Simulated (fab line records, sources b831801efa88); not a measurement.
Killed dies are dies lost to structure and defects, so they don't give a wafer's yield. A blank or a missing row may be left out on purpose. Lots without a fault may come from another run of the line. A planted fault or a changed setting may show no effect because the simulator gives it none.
fab line records | flow sky130
record lots=14 wafers=42 last_day=51
route steps=708 shown METAL4@631 VIA4@649 METAL5@662
lots that met no fault: from a run of the same line without faults
start_h: hours from the record's first day to the start of the lot's first wafer shown | wait_h: hours since the lot's step before | " the same as in the row above | L1.1+2: a row that stands for several wafers | - no value, or no start given | * or withheld: withheld | < > ~ a bound
route shown NAME@n: a module of which the file shows steps, and the number in the route of the first | usual: mean/standard deviation of fault-free wafers | same: alike in all rows | chamber/n: place in a boat | sites: the reading at each site | _std_site: their standard deviation | _edge_site: outer sites' mean less inner sites' | radius_mm: how far each site lies from the wafer's centre | mask NAME#n: copy n | behind: the tool/chamber that last shaped the wafer | hold: why the lot was held/for how many hours/how that ended | device: the transistor (n, p or np) that didn't switch | end of line: the same wafers' tests at the end of the route | a step without rows: its recipe alone | killed: dies lost to structure and defects at the first sort, not the wafer's yield | map: a wafer's dies, x killed, . not, _ none there
set.NAME: the setting as run; set.NAME@STEP: as run at that earlier step | model.NAME: the simulator's own value behind a step, which no gauge read
steps of the route over a sample of lots; a table a step, a row a wafer
services: from which hour (start_h, from the record's first day; less than 0 if before it) a tool's chamber was out of use, for how many hours, and why
## steps
# step SKY_METAL4_DESCUM_15
# recipe chemistry=O2 source_power_w=150 bias_power_w=0 pressure_mtorr=10 temp_c=40 time_s=8
# usual drypump_motor_current_A=5.5/0.44 oes_product_au=0.995/0.013
# columns lot.wafer tool chamber start_h wait_h drypump_motor_current_A oes_product_au rf_hours_counter_h
L871.1 rie_metal-02 0 1008.55 0.0 6.3 0.975 16
L871.4 " 0 " " 6.2 0.980 -
L871.5 " 0 " " 6.2 0.979 -
L872.1 rie_metal-01 1 1011.47 0.0 5.9 0.997 16
L872.4 " 1 " " 5.9 0.993 -
L872.6 " 1 " " 5.9 1.004 -
L874.1 rie_metal-03 0 1021.70 0.0 5.2 0.985 14
L874.2 " 1 " " 5.1 0.999 5
L874.3 " 0 " " 5.2 0.984 -
L873.1 rie_metal-03 1 1022.75 0.0 5.1 1.002 5
L873.5 " 0 " " 5.2 0.979 -
L873.6 " 1 " " 5.1 1.009 -
L875.1 rie_metal-03 0 1036.47 0.0 5.2 0.990 15
L875.2 " 1 " " 5.1 1.006 6
L875.6 " 0 " " 5.2 0.998 -
L876.2 rie_metal-02 0 1039.95 0.0 6.2 0.980 17
L876.5 " 0 " " 6.2 0.984 -
L876.6 " 1 " " 5.8 1.004 -
L881.1 rie_metal-03 0 1063.70 0.0 5.2 1.000 17
L881.5 " 1 " " 5.1 1.015 -
L881.6 " 0 " " 5.2 0.980 -
L882.2 rie_metal-02 0 1074.40 0.0 6.2 0.979 19
L882.3 " 1 " " 5.8 0.991 -
L882.4 " 0 " " 6.2 0.981 -
L885.3 rie_metal-03 1 1100.36 0.0 5.1 1.015 -
L885.5 " 1 " " 5.1 1.023 -
L885.6 " 0 " " 5.1 0.994 -
L891.1 rie_metal-01 1 1133.35 0.0 5.9 0.997 25
L891.2 " 0 " " 5.3 0.966 28
L891.5 " 0 " " 5.3 0.972 -
L890.2 rie_metal-02 1 1135.65 0.0 5.8 1.008 26
L890.4 " 1 " " 5.8 1.018 -
L890.6 " 0 " " 6.2 0.987 -
L889.1 rie_metal-03 0 1136.80 0.0 5.2 0.990 23
L889.3 " 1 " " 5.1 1.015 -
L889.4 " 0 " " 5.2 0.985 -
L892.4 rie_metal-03 0 1140.33 0.0 5.2 0.977 -
L892.5 " 0 " " 5.2 0.986 -
L892.6 " 1 " " 5.1 1.007 -
L893.1 rie_metal-01 0 1145.20 0.0 5.3 0.974 29
L893.4 " 0 " " 5.3 0.981 -
L893.6 " 1 " " 5.9 0.999 -
# step SKY_VIA4_DEVELOP_10
# recipe resist=NOVOLAK developer=TMAH develop_time_s=60 dev_temp_c=23
# usual chill_plate_temp_C=22.98/0.095 develop_time_s=60/0
# columns lot.wafer tool chamber start_h wait_h chill_plate_temp_C develop_time_s
L871.1 litho_track-02 0 1033.15 0.1 22.98 60
L871.4 " 0 " " 22.97 60
L871.5 " 0 " " 22.94 60
L872.1 litho_track-01 0 1035.79 0.1 22.95 60
L872.4 " 0 " " 22.99 60
L872.6 " 0 " " 23.14 60
L874.1 litho_track-01 0 1045.99 0.1 23.03 60
L874.2 " 0 " " 23.00 60
L874.3 " 0 " " 23.06 60
L873.1 litho_track-01 0 1046.64 0.1 22.98 60
L873.5 " 0 " " 22.91 60
L873.6 " 0 " " 22.91 60
L875.1 litho_track-03 0 1059.93 0.1 22.89 60
L875.2 " 0 " " 22.89 60
L875.6 " 0 " " 22.96 60
L876.2 litho_track-03 0 1064.30 0.1 22.96 60
L876.5 " 0 " " 23.12 60
L876.6 " 0 " " 23.12 60
L881.1 litho_track-02 - 1086.00 0.1 - -
L881.5 " - " " - -
L881.6 " - " " - -
L882.2 litho_track-01 - 1096.97 0.1 - -
L882.3 " - " " - -
L882.4 " - " " - -
L885.3 litho_track-01 0 1122.09 0.1 22.90 60
L885.5 " 0 " " 22.96 60
L885.6 " 0 " " 23.03 60
L891.1 litho_track-01 0 1153.09 0.1 22.99 60
L891.2 " 0 " " 22.97 60
L891.5 " 0 " " 22.93 60
L890.2 litho_track-01 0 1155.72 0.1 22.85 60
L890.4 " 0 " " 22.82 60
L890.6 " 0 " " 22.99 60
L889.1 litho_track-01 0 1155.99 0.1 22.97 60
L889.3 " 0 " " 22.86 60
L889.4 " 0 " " 22.87 60
L892.4 litho_track-02 0 1160.22 0.1 23.06 60
L892.5 " 0 " " 22.83 60
L892.6 " 0 " " 23.03 60
L893.1 litho_track-03 0 1165.23 0.1 23.03 60
L893.4 " 0 " " 23.19 60
L893.6 " 0 " " 22.91 60
# step SKY_METAL5_SPUTTER_01
# recipe material=TiN target_thk_nm=20 power_w=6500 time_s=16.7 chamber_pressure_pa=0.4
# usual throttle_valve_pct=29.6/0.77
# columns lot.wafer tool chamber start_h wait_h throttle_valve_pct
L871.1 pvd_sputter-04 - 1035.27 0.0 31.3
L871.4 " - " " 29.6
L871.5 " - " " 28.8
L872.1 pvd_sputter-02 - 1037.51 0.0 29.5
L872.4 " - " " 29.5
L872.6 " - " " 30.4
L874.1 pvd_sputter-02 - 1048.51 0.0 29.6
L874.2 " - " " 29.2
L874.3 " - " " 29.5
L873.1 pvd_sputter-02 - 1049.24 0.0 29.4
L873.5 " - " " 29.5
L873.6 " - " " 29.6
L875.1 pvd_sputter-01 - 1061.53 0.0 29.9
L875.2 " - " " 28.8
L875.6 " - " " 30.3
L876.2 pvd_sputter-02 - 1065.85 0.0 30.6
L876.5 " - " " 29.5
L876.6 " - " " 30.4
L885.3 pvd_sputter-01 - 1123.71 0.0 31.2
L885.5 " - " " 31.0
L885.6 " - " " 30.5
L891.1 pvd_sputter-02 - 1154.72 0.0 29.5
L891.2 " - " " 29.5
L891.5 " - " " 30.7
L890.2 pvd_sputter-01 - 1157.42 0.0 28.7
L890.4 " - " " 28.7
L890.6 " - " " 30.2
L889.1 pvd_sputter-04 - 1157.60 0.0 28.6
L889.3 " - " " 30.5
L889.4 " - " " 31.4
L892.4 pvd_sputter-01 - 1161.73 0.0 30.3
L892.5 " - " " 28.8
L892.6 " - " " 28.4
L893.1 pvd_sputter-01 - 1166.79 0.0 28.6
L893.4 " - " " 28.8
L893.6 " - " " 30.0
# step SKY_METAL5_SPUTTER_04
# recipe material=TiN target_thk_nm=70 power_w=6500 time_s=58.3 chamber_pressure_pa=0.4
# usual throttle_valve_pct=29.7/0.77
# columns lot.wafer tool chamber start_h wait_h throttle_valve_pct
L871.1 pvd_sputter-04 - 1035.37 0.0 31.2
L871.4 " - " " 29.5
L871.5 " - " " 28.5
L872.1 pvd_sputter-02 - 1037.60 0.0 29.4
L872.4 " - " " 29.3
L872.6 " - " " 30.7
L874.1 pvd_sputter-02 - 1048.61 0.0 29.2
L874.2 " - " " 29.4
L874.3 " - " " 29.4
L873.1 pvd_sputter-02 - 1049.34 0.0 29.7
L873.5 " - " " 29.7
L873.6 " - " " 29.4
L875.1 pvd_sputter-01 - 1061.63 0.0 30.1
L875.2 " - " " 28.6
L875.6 " - " " 30.0
L876.2 pvd_sputter-02 - 1065.94 0.0 30.1
L876.5 " - " " 29.3
L876.6 " - " " 30.6
L885.3 pvd_sputter-01 - 1123.80 0.0 30.9
L885.5 " - " " 30.9
L885.6 " - " " 30.2
L891.1 pvd_sputter-02 - 1154.82 0.0 29.5
L891.2 " - " " 29.8
L891.5 " - " " 30.5
L890.2 pvd_sputter-01 - 1157.53 0.0 28.8
L890.4 " - " " 28.9
L890.6 " - " " 30.1
L889.1 pvd_sputter-04 - 1157.70 0.0 28.9
L889.3 " - " " 30.7
L889.4 " - " " 31.5
L892.4 pvd_sputter-01 - 1161.83 0.0 30.1
L892.5 " - " " 28.8
L892.6 " - " " 28.6
L893.1 pvd_sputter-01 - 1166.89 0.0 28.7
L893.4 " - " " 28.4
L893.6 " - " " 30.0
## services
# columns tool chamber start_h hours kind
pvd_sputter-04 - 1031.10 4.0 repair
pvd_sputter-04 - 1063.61 5.6 repair
rie_metal-03 0 1100.75 2.8 repair
## key
first_sign step=SKY_VIA4_DEVELOP_10 reading=tool_record direction=missing
effect none on later readings
met_at SKY_VIA4_DEVELOP_10
struck_lots L881,L882
later_rows_left_out L881.1,L881.5,L881.6,L882.2,L882.3,L882.4
sort_left_out L881.1,L881.5,L881.6,L882.2,L882.3,L882.4
not_acting_at SKY_METAL4_DESCUM_15,SKY_METAL5_SPUTTER_01,SKY_METAL5_SPUTTER_04
onset_between 1046.64 1086.00
fault kind=skipped_step_whole tool=litho_track-01,litho_track-02 chamber=- onset_h=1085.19 steps=SKY_VIA4_DEVELOP_10 scope=struck_lots_only
# sort_left_out: the simulated sort isn't trusted on such a fault, so these wafers' sort isn't shown, and their yield isn't known
# later_rows_left_out: the simulator's readings of these wafers behind a module that went badly wrong aren't trusted and aren't shown, but for the sort
